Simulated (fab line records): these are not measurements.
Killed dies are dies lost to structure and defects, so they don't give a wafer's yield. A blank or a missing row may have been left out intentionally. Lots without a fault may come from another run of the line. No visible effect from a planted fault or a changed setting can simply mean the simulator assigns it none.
The tool behind it: which one? -- flow sky130 -- 39 wafers from 13 lots sampled at 3 of the route's 708 steps

== WHAT THE GAUGES SHOWED, per wafer ==
SKY_METAL5_RS_MEAS_05: measures by four-point-probe. Usual: METAL5_ALCU_RS 0.02712 ohm/sq, standard deviation 0.00027.
lot,measured,on,METAL5_ALCU_RS (ohm/sq),flag
L527,day 42 08:26,film-metro-01,0.02676 0.02652 0.02632,
L528,day 43 05:26,film-metro-01,0.02749 0.02754 0.02749,
L529,day 43 21:28,film-metro-04,0.02712 0.02706 0.02717,
L530,day 44 03:38,film-metro-04,0.02674 0.02714 0.02696,
L531,day 43 21:42,film-metro-02,0.02737 0.02707 0.02723,
L532,day 44 20:25,film-metro-01,0.02695 0.02705 0.02708,
L533,day 45 08:16,film-metro-01,0.02736 0.02739 0.0276,
L535,day 45 09:37,film-metro-01,0.02722 0.0272 0.02732,
L536,day 45 14:32,film-metro-01,0.02725 0.02733 0.02717,
L545,day 47 11:25,film-metro-04,0.0272 0.02735 0.02721,
L547,day 48 06:19,film-metro-01,0.02683 0.02665 0.02679,
L549,day 48 10:11,film-metro-04,0.02742 0.02722 0.02734,
L550,day 48 20:55,film-metro-01,0.02739 0.02722 0.02729,

== TOOL THAT RAN EACH LOT (tool first, then ch and the chambers of the sampled wafers, then the start) ==
lot,SKY_FIELD_ISO_WET_ETCH_28,SKY_VIA4_STRIP_13
L527,"wet-bench-01 ch 0, day 2 08:17","plasma-asher-03 ch 0,1, day 42 06:58"
L528,"wet-bench-04 ch 0, day 2 17:16","plasma-asher-02 ch 0,1, day 43 03:58"
L529,"wet-bench-01 ch 3, day 3 07:18","plasma-asher-03 ch 0,1, day 43 19:58"
L530,"wet-bench-01 ch 2, day 3 10:20","plasma-asher-04 ch 0, day 44 02:11"
L531,"wet-bench-01 ch 1, day 3 10:20","plasma-asher-04 ch 0,1, day 43 20:13"
L532,"wet-bench-01 ch 0, day 3 16:19","plasma-asher-04 ch 0,1, day 44 18:58"
L533,"wet-bench-01 ch 0, day 4 05:08","plasma-asher-03 ch 0, day 45 06:49"
L535,"wet-bench-04 ch 1, day 4 08:08","plasma-asher-02 ch 1, day 45 08:07"
L536,"wet-bench-01 ch 1, day 4 11:49","plasma-asher-02 ch 0,1, day 45 13:04"
L545,"wet-bench-03 ch 1, day 6 07:14","plasma-asher-04 ch 0,1, day 47 09:37"
L547,"wet-bench-03 ch 1, day 6 19:28","plasma-asher-03 ch 0,1, day 48 04:52"
L549,"wet-bench-04 ch 1, day 7 05:53","plasma-asher-03 ch 0,1, day 48 08:44"
L550,"wet-bench-01 ch 1, day 7 14:09","plasma-asher-04 ch 0,1, day 48 19:25"
- SKY_FIELD_ISO_WET_ETCH_28: etches SiO2 in dHF, target depth 23.7 nm, time 47 s.
- SKY_VIA4_STRIP_13: strips in O2/N2.

== AS READ BY THE TOOLS THEMSELVES (means over the sampled wafers that have a number; for cases with no such wafer, the mark the record gives instead) ==
SKY_FIELD_ISO_WET_ETCH_28. Usual: temp-c at 25.01 C, with a standard deviation of 0.099.
lot,tool,temp-c (C),flag
L527,wet-bench-01,25.05,
L528,wet-bench-04,25.06,
L529,wet-bench-01,25.03,
L530,wet-bench-01,24.92,
L531,wet-bench-01,24.96,
L532,wet-bench-01,24.84,
L533,wet-bench-01,25.01,
L535,wet-bench-04,25.03,
L536,wet-bench-01,24.98,
L545,wet-bench-03,25.07,
L547,wet-bench-03,25.03,
L549,wet-bench-04,24.85,
L550,wet-bench-01,25.02,

SKY_VIA4_STRIP_13. Usual: drypump-motor-current-A 5.6 A, standard deviation 0.41; oes-product-au 0.709 a.u., standard deviation 0.0048; strip-time-to-endpoint-s 12.802 s, standard deviation 0.023.
lot,tool,drypump-motor-current-A (A),oes-product-au (a.u.),strip-time-to-endpoint-s (s),flag
L527,plasma-asher-03,5.7,0.706,12.809,
L528,plasma-asher-02,5.2,0.709,12.810,
L529,plasma-asher-03,5.5,0.710,12.794,
L530,plasma-asher-04,6.1,0.709,12.788,
L531,plasma-asher-04,6.2,0.708,12.790,
L532,plasma-asher-04,6.2,0.714,12.806,
L533,plasma-asher-03,5.3,0.709,12.810,
L535,plasma-asher-02,5.3,0.707,12.808,
L536,plasma-asher-02,5.3,0.711,12.803,
L545,plasma-asher-04,6.2,0.708,12.800,
L547,plasma-asher-03,5.7,0.708,12.797,
L549,plasma-asher-03,5.5,0.706,12.803,
L550,plasma-asher-04,6.2,0.707,12.789,

== THE ANSWER, worked out from the rows above alone ==
Rule: take the mean of a lot's wafers that have a number; if it is more than 3 standard deviations from the usual mean, the lot is off. Also off: a lot with no number at a reading for which 4 or more lots have one. All remaining lots with rows at the step are treated as sound. First the gauges in route order, then the tools' own readings, where a lot's mean is used as printed above. The first step at which some lot is off is used, and at that step the reading that is off furthest; a lot without a number counts as furthest.
Nothing can be told from this: no lot is off at any reading shown.

== WHAT HAD BEEN PUT IN BY THE SIMULATOR ==
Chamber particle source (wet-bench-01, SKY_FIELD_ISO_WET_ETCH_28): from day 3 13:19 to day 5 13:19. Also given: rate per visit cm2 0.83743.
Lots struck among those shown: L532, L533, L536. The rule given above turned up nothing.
